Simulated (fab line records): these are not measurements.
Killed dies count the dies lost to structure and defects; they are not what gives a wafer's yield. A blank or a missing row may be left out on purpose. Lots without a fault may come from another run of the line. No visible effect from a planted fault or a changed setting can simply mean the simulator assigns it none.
Which tool did it? :: flow sky130 :: 12 lots, 36 wafers sampled, at 3 steps of a route of 708

WHAT THE GAUGES READ, wafer by wafer
SKY_CONTACT_THK_MEAS_03. Usual: CONTACT_HDPCVD_THK 564 nm, standard deviation 6.
lot: L436
measured: day 30 16:48
on: film metro-02
CONTACT_HDPCVD_THK (nm): 556 555 566
flag: 

lot: L438
measured: day 31 11:43
on: film metro-02
CONTACT_HDPCVD_THK (nm): 561 559 565
flag: 

lot: L440
measured: day 31 20:12
on: film metro-03
CONTACT_HDPCVD_THK (nm): 565 560 560
flag: 

lot: L442
measured: day 32 16:00
on: film metro-01
CONTACT_HDPCVD_THK (nm): 571 575 562
flag: 

lot: L443
measured: day 32 22:29
on: film metro-02
CONTACT_HDPCVD_THK (nm): 567 562 560
flag: 

lot: L446
measured: day 33 17:20
on: film metro-01
CONTACT_HDPCVD_THK (nm): 562 552 559
flag: 

lot: L447
measured: day 33 22:35
on: film metro-02
CONTACT_HDPCVD_THK (nm): 565 558 566
flag: 

lot: L454
measured: day 36 14:25
on: film metro-02
CONTACT_HDPCVD_THK (nm): 572 577 570
flag: 

lot: L456
measured: day 36 21:41
on: film metro-03
CONTACT_HDPCVD_THK (nm): 566 566 558
flag: 

lot: L457
measured: day 37 03:07
on: film metro-02
CONTACT_HDPCVD_THK (nm): 558 569 558
flag: 

lot: L458
measured: day 37 10:17
on: film metro-03
CONTACT_HDPCVD_THK (nm): 556 555 569
flag: 

lot: L459
measured: day 37 18:01
on: film metro-03
CONTACT_HDPCVD_THK (nm): 571 567 571
flag: 

EACH LOT AND THE TOOL THAT RAN IT (in order: tool; ch and the chambers of the sampled wafers; start)
lot: L436
SKY_LDD_N_IMPLANT_10: implanter-02 ch 0, day 17 21:41
SKY_RES_XHIGH_STRIP_08: plasma asher-04 ch 0,1, day 26 21:52

lot: L438
SKY_LDD_N_IMPLANT_10: implanter-01 ch 0, day 18 20:31
SKY_RES_XHIGH_STRIP_08: plasma asher-02 ch 0,1, day 27 17:58

lot: L440
SKY_LDD_N_IMPLANT_10: implanter-01 ch 0, day 19 07:13
SKY_RES_XHIGH_STRIP_08: plasma asher-01 ch 0,1, day 28 03:43

lot: L442
SKY_LDD_N_IMPLANT_10: implanter-02 ch 0, day 20 03:34
SKY_RES_XHIGH_STRIP_08: plasma asher-02 ch 0, day 29 00:41

lot: L443
SKY_LDD_N_IMPLANT_10: implanter-03 ch 0, day 20 14:13
SKY_RES_XHIGH_STRIP_08: plasma asher-04 ch 0,1, day 29 08:20

lot: L446
SKY_LDD_N_IMPLANT_10: implanter-02 ch 0, day 21 10:29
SKY_RES_XHIGH_STRIP_08: plasma asher-04 ch 0,1, day 30 03:19

lot: L447
SKY_LDD_N_IMPLANT_10: implanter-01 ch 0, day 21 16:39
SKY_RES_XHIGH_STRIP_08: plasma asher-02 ch 0,1, day 30 08:55

lot: L454
SKY_LDD_N_IMPLANT_10: implanter-01 ch 0, day 24 15:37
SKY_RES_XHIGH_STRIP_08: plasma asher-04 ch 0,1, day 33 02:58

lot: L456
SKY_LDD_N_IMPLANT_10: implanter-01 ch 0, day 25 02:34
SKY_RES_XHIGH_STRIP_08: plasma asher-04 ch 0,1, day 33 11:14

lot: L457
SKY_LDD_N_IMPLANT_10: implanter-02 ch 0, day 25 09:32
SKY_RES_XHIGH_STRIP_08: plasma asher-02 ch 0,1, day 33 17:08

lot: L458
SKY_LDD_N_IMPLANT_10: implanter-02 ch 0, day 25 17:40
SKY_RES_XHIGH_STRIP_08: plasma asher-02 ch 1, day 33 23:52

lot: L459
SKY_LDD_N_IMPLANT_10: implanter-02 ch 0, day 26 01:05
SKY_RES_XHIGH_STRIP_08: plasma asher-02 ch 0,1, day 34 07:55
- SKY_LDD_N_IMPLANT_10
- SKY_RES_XHIGH_STRIP_08: strips in O2/N2.

WHAT THE TOOLS THEMSELVES READ (means of the sampled wafers that have a number; where no wafer has one, the mark that the record gives instead)
SKY_LDD_N_IMPLANT_10. Usual: rotation deg 203.00 degrees, standard deviation 0.042.
lot: L436
tool: implanter-02
rotation deg (degrees): 203.01
flag: 

lot: L438
tool: implanter-01
rotation deg (degrees): 202.99
flag: 

lot: L440
tool: implanter-01
rotation deg (degrees): 202.98
flag: 

lot: L442
tool: implanter-02
rotation deg (degrees): 203.05
flag: 

lot: L443
tool: implanter-03
rotation deg (degrees): 202.97
flag: 

lot: L446
tool: implanter-02
rotation deg (degrees): 202.98
flag: 

lot: L447
tool: implanter-01
rotation deg (degrees): 203.00
flag: 

lot: L454
tool: implanter-01
rotation deg (degrees): 275.65
flag: OFF

lot: L456
tool: implanter-01
rotation deg (degrees): 275.63
flag: OFF

lot: L457
tool: implanter-02
rotation deg (degrees): 203.02
flag: 

lot: L458
tool: implanter-02
rotation deg (degrees): 202.99
flag: 

lot: L459
tool: implanter-02
rotation deg (degrees): 202.97
flag: 

SKY_RES_XHIGH_STRIP_08. Usual: chamber pressure mTorr 1500.1 mTorr, standard deviation 1.4; drypump motor current A 5.53 A, standard deviation 0.21; oes product au 0.711 a.u., standard deviation 0.005; strip time to endpoint s 14.27 s, standard deviation 0.041.
lot: L436
tool: plasma asher-04
chamber pressure mTorr (mTorr): 1500.8
drypump motor current A (A): 5.41
oes product au (a.u.): 0.708
strip time to endpoint s (s): 14.28
flag: 

lot: L438
tool: plasma asher-02
chamber pressure mTorr (mTorr): 1499.3
drypump motor current A (A): 5.53
oes product au (a.u.): 0.715
strip time to endpoint s (s): 14.30
flag: 

lot: L440
tool: plasma asher-01
chamber pressure mTorr (mTorr): 1501.7
drypump motor current A (A): 5.88
oes product au (a.u.): 0.709
strip time to endpoint s (s): 14.23
flag: 

lot: L442
tool: plasma asher-02
chamber pressure mTorr (mTorr): 1501.0
drypump motor current A (A): 5.43
oes product au (a.u.): 0.707
strip time to endpoint s (s): 14.27
flag: 

lot: L443
tool: plasma asher-04
chamber pressure mTorr (mTorr): 1498.7
drypump motor current A (A): 5.42
oes product au (a.u.): 0.709
strip time to endpoint s (s): 14.29
flag: 

lot: L446
tool: plasma asher-04
chamber pressure mTorr (mTorr): 1500.0
drypump motor current A (A): 5.56
oes product au (a.u.): 0.705
strip time to endpoint s (s): 14.28
flag: 

lot: L447
tool: plasma asher-02
chamber pressure mTorr (mTorr): 1499.8
drypump motor current A (A): 5.47
oes product au (a.u.): 0.708
strip time to endpoint s (s): 14.28
flag: 

lot: L454
tool: plasma asher-04
chamber pressure mTorr (mTorr): 1499.9
drypump motor current A (A): 5.43
oes product au (a.u.): 0.711
strip time to endpoint s (s): 14.23
flag: 

lot: L456
tool: plasma asher-04
chamber pressure mTorr (mTorr): 1500.1
drypump motor current A (A): 5.55
oes product au (a.u.): 0.713
strip time to endpoint s (s): 14.30
flag: 

lot: L457
tool: plasma asher-02
chamber pressure mTorr (mTorr): 1500.4
drypump motor current A (A): 5.52
oes product au (a.u.): 0.712
strip time to endpoint s (s): 14.30
flag: 

lot: L458
tool: plasma asher-02
chamber pressure mTorr (mTorr): 1500.2
drypump motor current A (A): 5.57
oes product au (a.u.): 0.711
strip time to endpoint s (s): 14.28
flag: 

lot: L459
tool: plasma asher-02
chamber pressure mTorr (mTorr): 1499.7
drypump motor current A (A): 5.52
oes product au (a.u.): 0.711
strip time to endpoint s (s): 14.29
flag: 

THE ANSWER, worked out from the rows above alone
Rule: lot off if the mean of its wafers having a number is beyond 3 standard deviations from the usual mean. A lot without any number at a reading at which 4 lots or more have one is off too. Any other lot the step has rows for is counted as sound. After the gauges, taken in route order, come the tools' own readings; for these a lot's mean is taken, as printed above. The first step at which some lot is off is used, and at that step the reading that is off furthest; a lot without a number counts as furthest.
Off, at SKY_LDD_N_IMPLANT_10 on rotation deg: L454, L456.
If a tool, at that step or one of the process steps before it, ran each lot that is off and ran no sound lot following the first of them, it fits. One fits: SKY_LDD_N_IMPLANT_10 on implanter-01. Its last sound lot is L447 (day 21 16:39), its first lot that is off L454 (day 24 15:37): a fault that began between those two fits.
The tool's own readings at SKY_LDD_N_IMPLANT_10 bear it out: on the lots that are off they differ by more than 5 times the standard deviation of the sound lots' means. rotation deg reads 275.64 degrees there against 203.00 degrees on the sound lots.

WHAT THE SIMULATOR HAD INSERTED
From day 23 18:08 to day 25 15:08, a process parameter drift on implanter-01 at SKY_LDD_N_IMPLANT_10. A move of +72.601 in setting rotation deg, from 203. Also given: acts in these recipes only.
Shown lots that were struck: L454, L456. The rule above reached the same finding.
